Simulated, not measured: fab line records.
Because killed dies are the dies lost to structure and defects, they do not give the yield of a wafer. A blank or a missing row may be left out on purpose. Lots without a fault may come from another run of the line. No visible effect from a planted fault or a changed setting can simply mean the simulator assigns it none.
Matching of chambers / flow gf180mcu / rie diel-04 running GF_V2_ETCH_16: 4 sister chambers
The step etches BARC in N2/H2. 4 wafers are shown with their chamber, then 8 later ones without.

## WAFERS, EACH WITH ITS CHAMBER
wafer=L075.1; chamber=2; drypump motor current A (A)=5.1
wafer=L088.3; chamber=3; drypump motor current A (A)=5.1
wafer=L088.6; chamber=1; drypump motor current A (A)=5.8
wafer=L095.1; chamber=0; drypump motor current A (A)=5.4

## WAFERS WHOSE CHAMBER IS MISSING
wafer=L095.4; drypump motor current A (A)=5.1
wafer=L095.5; drypump motor current A (A)=5.1
wafer=L096.3; drypump motor current A (A)=5.3
wafer=L096.4; drypump motor current A (A)=5.1
wafer=L096.6; drypump motor current A (A)=5.1
wafer=L097.2; drypump motor current A (A)=5.1
wafer=L097.3; drypump motor current A (A)=5.1
wafer=L097.6; drypump motor current A (A)=5.1

## EACH ONE'S CHAMBER
wafer=L095.4; from the rows above=can't be placed: 2 or 3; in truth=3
wafer=L095.5; from the rows above=can't be placed: 2 or 3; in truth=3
wafer=L096.3; from the rows above=0; in truth=0
wafer=L096.4; from the rows above=can't be placed: 2 or 3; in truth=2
wafer=L096.6; from the rows above=can't be placed: 2 or 3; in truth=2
wafer=L097.2; from the rows above=can't be placed: 2 or 3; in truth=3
wafer=L097.3; from the rows above=can't be placed: 2 or 3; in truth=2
wafer=L097.6; from the rows above=can't be placed: 2 or 3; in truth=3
Placed correctly: 1 of 8. From these rows, 7 cannot be placed; in 7 the true chamber is one of the candidates. 0 placed wrongly.
How it was worked out, from the rows above alone: a wafer's distance from a chamber is the root of the sum, over the readings, of the square of ((its reading less the chamber's mean) divided by the reading's scatter). The wafer belongs to the nearest chamber; if the next one is less than 2 further off, it can't be placed. A chamber's mean is the mean of its shown wafers. The scatter: root of mean squared gap, hidden wafer to nearest shown wafer, with one shown wafer a chamber.
